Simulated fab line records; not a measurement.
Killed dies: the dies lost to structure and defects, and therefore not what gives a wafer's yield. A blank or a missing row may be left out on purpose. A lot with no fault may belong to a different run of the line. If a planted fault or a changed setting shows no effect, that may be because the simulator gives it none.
Which tool did it? | flow gf180mcu | 45 wafers from 15 lots sampled at 4 of the route's 602 steps

WHAT THE GAUGES SHOWED, per wafer
GF_DUAL_GATE_OVL_MEAS_11. Usual: DUAL_GATE_OVL -0.4 nm, standard deviation 1.4.
lot  | measured     | on         | DUAL_GATE_OVL (nm) | flag
L807 | day 8 05:37  | overlay-02 | -0.4 0.0 -2.1      |
L808 | day 8 11:27  | overlay-01 | -0.3 -1.1 1.2      |
L809 | day 8 21:56  | overlay-01 | -3.5 -1.9 -1.1     |
L810 | day 9 08:19  | overlay-02 | -1.9 -0.7 -2.4     |
L811 | day 9 16:58  | overlay-01 | 0.8 0.9 -0.1       |
L812 | day 9 20:32  | overlay-01 | -1.4 -2.8 -0.8     |
L813 | day 10 04:59 | overlay-01 | 0.6 -1.7 1.0       |
L814 | day 10 14:34 | overlay-02 | 0.5 2.1 2.0        |
L821 | day 12 07:04 | overlay-01 | -1.3 -1.8 -1.5     |
L823 | day 13 00:59 | overlay-02 | 0.4 0.5 -1.7       |
L824 | day 13 06:12 | overlay-01 | -1.5 -0.6 -2.6     |
L825 | day 13 13:25 | overlay-01 | -3.1 -1.5 -1.2     |
L826 | day 13 21:02 | overlay-02 | -0.6 0.7 0.4       |
L828 | day 14 09:39 | overlay-01 | -1.6 -1.3 -0.8     |
L830 | day 14 22:04 | overlay-01 | 2.0 0.7 1.3        |

GF_POLY_GATE_CD_MEAS_18. Usual: cd-nm at 279.3 nm, with a standard deviation of 1.9.
lot  | measured     | on        | cd-nm (nm)        | flag
L807 | day 9 02:43  | cd-sem-01 | 280.8 278.5 279.9 |
L808 | day 9 09:11  | cd-sem-02 | 281.9 279.2 278.1 |
L809 | day 9 22:31  | cd-sem-01 | 279.3 279.5 276.9 |
L810 | day 10 09:35 | cd-sem-01 | 278.1 275.7 279.7 |
L811 | day 10 15:08 | cd-sem-02 | - - -             | OFF
L812 | day 10 21:20 | cd-sem-01 | - - -             | OFF
L813 | day 11 04:28 | cd-sem-02 | - - -             | OFF
L814 | day 11 13:59 | cd-sem-02 | 280.7 280.1 280.1 |
L821 | day 13 09:02 | cd-sem-02 | 275.9 280.3 278.2 |
L823 | day 14 03:10 | cd-sem-02 | 278.3 278.8 277.7 |
L824 | day 14 07:45 | cd-sem-01 | 277.5 278.3 277.3 |
L825 | day 14 18:29 | cd-sem-01 | 281.5 275.4 278.9 |
L826 | day 14 22:39 | cd-sem-02 | 279.5 279.6 278.0 |
L828 | day 15 15:12 | cd-sem-02 | 280.8 282.9 281.4 |
L830 | day 16 00:38 | cd-sem-01 | 283.0 279.7 279.6 |

WHICH TOOL RAN EACH LOT (tool, then ch and the chambers of the sampled wafers, then the start)
lot  | GF_POLY_GATE_EXPOSE_07            | GF_POLY_GATE_STRIP_14
L807 | krf-scanner-01 ch 0, day 8 17:25  | plasma-asher-03 ch 1, day 9 01:14
L808 | krf-scanner-01 ch 0, day 8 23:19  | plasma-asher-03 ch 0,1, day 9 07:41
L809 | krf-scanner-01 ch 0, day 9 11:41  | plasma-asher-03 ch 0,1, day 9 20:17
L810 | krf-scanner-02 ch 0, day 9 22:59  | plasma-asher-01 ch 0,1, day 10 08:08
L811 | krf-scanner-01, day 10 04:50      | plasma-asher-01 ch 0,1, day 10 13:38
L812 | krf-scanner-02, day 10 10:45      | plasma-asher-02 ch 0,1, day 10 19:26
L813 | krf-scanner-01, day 10 17:02      | plasma-asher-02 ch 0,1, day 11 01:56
L814 | krf-scanner-01 ch 0, day 11 03:14 | plasma-asher-02 ch 0,1, day 11 12:32
L821 | krf-scanner-02 ch 0, day 12 20:07 | plasma-asher-01 ch 0,1, day 13 06:30
L823 | krf-scanner-01 ch 0, day 13 13:50 | plasma-asher-02 ch 0,1, day 14 00:26
L824 | krf-scanner-01 ch 0, day 13 19:49 | plasma-asher-01 ch 0,1, day 14 06:17
L825 | krf-scanner-01 ch 0, day 14 04:05 | plasma-asher-02 ch 0,1, day 14 14:17
L826 | krf-scanner-02 ch 0, day 14 10:24 | plasma-asher-01 ch 0,1, day 14 20:56
L828 | krf-scanner-01 ch 0, day 15 02:22 | plasma-asher-02 ch 0,1, day 15 12:57
L830 | krf-scanner-02 ch 0, day 15 12:11 | plasma-asher-03 ch 0,1, day 15 22:59
- GF_POLY_GATE_EXPOSE_07: exposes mask Poly2, target cd 280 nm.
- GF_POLY_GATE_STRIP_14: strips in O2/N2.

AS READ BY THE TOOLS THEMSELVES (means over the sampled wafers that have a number; for cases with no such wafer, the mark the record gives instead)
GF_POLY_GATE_EXPOSE_07. Usual: exposure-dose-mJ-cm2 28.08, standard deviation 0.11; focus-offset-nm 0.1 nm, standard deviation 0.51; reticle-temp-C 23.01 C, standard deviation 0.11.
lot  | tool           | exposure-dose-mJ-cm2 | focus-offset-nm (nm) | reticle-temp-C (C) | flag
L807 | krf-scanner-01 | 28.02                | -0.4                 | 23.02              |
L808 | krf-scanner-01 | 28.00                | 0.2                  | 22.90              |
L809 | krf-scanner-01 | 27.97                | -0.5                 | 23.13              |
L810 | krf-scanner-02 | 28.20                | 0.3                  | 22.95              |
L811 | krf-scanner-01 | -                    | -                    | -                  | OFF
L812 | krf-scanner-02 | -                    | -                    | -                  | OFF
L813 | krf-scanner-01 | -                    | -                    | -                  | OFF
L814 | krf-scanner-01 | 27.97                | 0.3                  | 23.06              |
L821 | krf-scanner-02 | 28.24                | 0.3                  | 22.92              |
L823 | krf-scanner-01 | 27.99                | -0.5                 | 22.98              |
L824 | krf-scanner-01 | 28.01                | -0.3                 | 22.98              |
L825 | krf-scanner-01 | 27.98                | 0.2                  | 22.95              |
L826 | krf-scanner-02 | 28.21                | 1.0                  | 23.01              |
L828 | krf-scanner-01 | 28.00                | 0.9                  | 23.14              |
L830 | krf-scanner-02 | 28.23                | -0.3                 | 23.04              |

GF_POLY_GATE_STRIP_14. Usual: drypump-motor-current-A 5.92 A, standard deviation 0.3; heater-power-w 333 W, standard deviation 23; oes-product-au 0.505 a.u., standard deviation 0.0046.
lot  | tool            | drypump-motor-current-A (A) | heater-power-w (W) | oes-product-au (a.u.) | flag
L807 | plasma-asher-03 | 5.55                        | 364                | 0.507                 |
L808 | plasma-asher-03 | 5.93                        | 336                | 0.505                 |
L809 | plasma-asher-03 | 5.91                        | 336                | 0.505                 |
L810 | plasma-asher-01 | 5.75                        | 342                | 0.501                 |
L811 | plasma-asher-01 | 5.74                        | 342                | 0.505                 |
L812 | plasma-asher-02 | 6.01                        | 320                | 0.505                 |
L813 | plasma-asher-02 | 6.19                        | 334                | 0.509                 |
L814 | plasma-asher-02 | 6.18                        | 338                | 0.502                 |
L821 | plasma-asher-01 | 5.72                        | 339                | 0.505                 |
L823 | plasma-asher-02 | 6.20                        | 336                | 0.507                 |
L824 | plasma-asher-01 | 5.74                        | 335                | 0.503                 |
L825 | plasma-asher-02 | 6.20                        | 334                | 0.501                 |
L826 | plasma-asher-01 | 5.74                        | 339                | 0.504                 |
L828 | plasma-asher-02 | 6.02                        | 322                | 0.502                 |
L830 | plasma-asher-03 | 5.92                        | 338                | 0.503                 |

THE ANSWER, worked out from the rows above alone
Rule: lot off if the mean of its wafers having a number is beyond 3 standard deviations from the usual mean. Also off: a lot with no number at a reading for which 4 or more lots have one. The other lots that the step has rows for count as sound. First the gauges in route order, then the tools' own readings, where a lot's mean is used as printed above. The first step at which some lot is off is used, and at that step the reading that is off furthest; a lot without a number counts as furthest.
Off: L811, L812, L813, at GF_POLY_GATE_CD_MEAS_18 (cd-nm). Without a number there: L811, L812, L813.
If a tool, at a process step before that reading, ran all the lots that are off and no sound lot after the first of them, it fits. Not tried: the gauges at GF_POLY_GATE_CD_MEAS_18; whatever is off there is also off at GF_POLY_GATE_EXPOSE_07, on other tools, and gauge error can't account for it. No candidate that was tried fits.

WHAT HAD BEEN PUT IN BY THE SIMULATOR
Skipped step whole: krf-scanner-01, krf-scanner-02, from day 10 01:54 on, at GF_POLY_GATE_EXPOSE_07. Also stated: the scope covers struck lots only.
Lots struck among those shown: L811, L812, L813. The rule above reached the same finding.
